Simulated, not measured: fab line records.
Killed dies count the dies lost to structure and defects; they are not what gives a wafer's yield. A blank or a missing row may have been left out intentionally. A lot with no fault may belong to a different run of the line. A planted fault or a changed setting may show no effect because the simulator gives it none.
Which tool is to blame?    flow sky130    11 lots, 33 wafers sampled, at 5 steps of a route of 708

WHAT THE GAUGES SHOWED, per wafer
SKY_LDD_LDN_TW_MEAS_13.
lot   measured      on            LDD_LDN_TW
L686  day 22 15:55  filmMetro-03  1490 1490 1493
L685  day 22 18:03  filmMetro-04  1498 1502 1501
L687  day 23 16:23  filmMetro-04  1505 1496 1486
L688  day 23 19:25  filmMetro-03  1491 1504 1495
L690  day 24 18:43  filmMetro-04  1504 1501 1498
L691  day 24 23:05  filmMetro-04  1499 1502 1500
L694  day 26 05:04  filmMetro-02  1597 1592 1597
L695  day 26 11:45  filmMetro-04  1606 1604 1602
L705  day 30 00:04  filmMetro-04  1502 1494 1499
L706  day 30 13:39  filmMetro-02  1485 1476 1481
L708  day 30 23:10  filmMetro-02  1487 1487 1476

EACH LOT AND THE TOOL THAT RAN IT (in order: tool; ch and the chambers of the sampled wafers; start)
lot   SKY_SONOS_ONO_STRIP_17               SKY_POLY_GATE_ETCH_16              SKY_LDD_HVN_STRIP_09                 SKY_LDD_LDN_IMPLANT_08
L686  plasmaAsher-01 ch 0,1, day 12 12:55  rieDiel-04 ch 0,2, day 16 06:05    plasmaAsher-03 ch 0,1, day 20 02:08  implanter-03 ch 0, day 22 15:13
L685  plasmaAsher-01 ch 1, day 12 17:53    rieDiel-02 ch 1,2,3, day 16 06:54  plasmaAsher-03 ch 0,1, day 20 04:33  implanter-04 ch 0, day 22 17:21
L687  plasmaAsher-02 ch 0,1, day 13 08:46  rieDiel-04 ch 1,2, day 17 05:51    plasmaAsher-02 ch 0,1, day 21 03:31  implanter-01 ch 0, day 23 15:42
L688  plasmaAsher-02 ch 1, day 13 09:50    rieDiel-02 ch 0,1, day 17 07:50    plasmaAsher-03 ch 0,1, day 21 06:27  implanter-03 ch 0, day 23 18:43
L690  plasmaAsher-03 ch 0,1, day 14 06:28  rieDiel-02 ch 2,3, day 18 03:32    plasmaAsher-02 ch 0,1, day 22 04:54  implanter-01 ch 0, day 24 18:02
L691  plasmaAsher-01 ch 0,1, day 14 11:01  rieDiel-01 ch 0,2,3, day 18 08:20  plasmaAsher-03 ch 0, day 22 11:03    implanter-04 ch 0, day 24 22:24
L694  plasmaAsher-03 ch 0,1, day 15 18:43  rieDiel-04 ch 0,1,2, day 19 19:00  plasmaAsher-04 ch 0,1, day 23 16:57  implanter-04 ch 0, day 26 03:45
L695  plasmaAsher-03 ch 0,1, day 16 00:22  rieDiel-02 ch 0,3, day 20 01:35    plasmaAsher-04 ch 0,1, day 23 23:53  implanter-04 ch 0, day 26 10:24
L705  plasmaAsher-02 ch 0,1, day 19 18:46  rieDiel-02 ch 0,1,3, day 23 22:21  plasmaAsher-03 ch 0,1, day 27 16:23  implanter-03 ch 0, day 29 23:22
L706  plasmaAsher-02 ch 0,1, day 20 13:19  rieDiel-01 ch 0,1,2, day 24 12:38  plasmaAsher-04 ch 0,1, day 28 05:22  implanter-01 ch 0, day 30 12:57
L708  plasmaAsher-03 ch 0,1, day 21 00:26  rieDiel-04 ch 2,3, day 25 00:47    plasmaAsher-03 ch 1, day 28 16:23    implanter-01 ch 0, day 30 22:29
- SKY_SONOS_ONO_STRIP_17: strips in O2/N2.
- SKY_POLY_GATE_ETCH_16: etches Si3N4 in CH3F/O2, stops on poly-Si, time 147.5 s, target depth 75 nm.
- SKY_LDD_HVN_STRIP_09: strips in O2/N2.
- SKY_LDD_LDN_IMPLANT_08

THE ANSWER, worked out from the rows above alone
Rule: the usual values come from the lots themselves. The widest of any qualifying gaps counts: lots, ordered by their means at a reading, are off when they make up no more than a third of the lots, leave a main group of 4 or more, and stand apart from it by 3 or more times the standard deviation of that group's means. Not used: any main group whose means are identical at the precision the tables above print for the reading. Also off: a lot with no number at a reading for which 4 or more lots have one. All remaining lots with rows at the step are treated as sound.
Off: L694, L695, seen at SKY_LDD_LDN_TW_MEAS_13 (LDD_LDN_TW). Main group: mean 1494, sd 7.1.
A tool fits if, at a process step before that reading, it ran every lot that is off, and no sound lot after the first of them. Those tools and the gauges at SKY_LDD_LDN_TW_MEAS_13 are tried in the same way. One fits: implanter-04 at SKY_LDD_LDN_IMPLANT_08. Its last sound lot is L691 (day 24 22:24), its first lot that is off L694 (day 26 03:45): a fault that began between those two fits.

WHAT THE SIMULATOR HAD PUT IN
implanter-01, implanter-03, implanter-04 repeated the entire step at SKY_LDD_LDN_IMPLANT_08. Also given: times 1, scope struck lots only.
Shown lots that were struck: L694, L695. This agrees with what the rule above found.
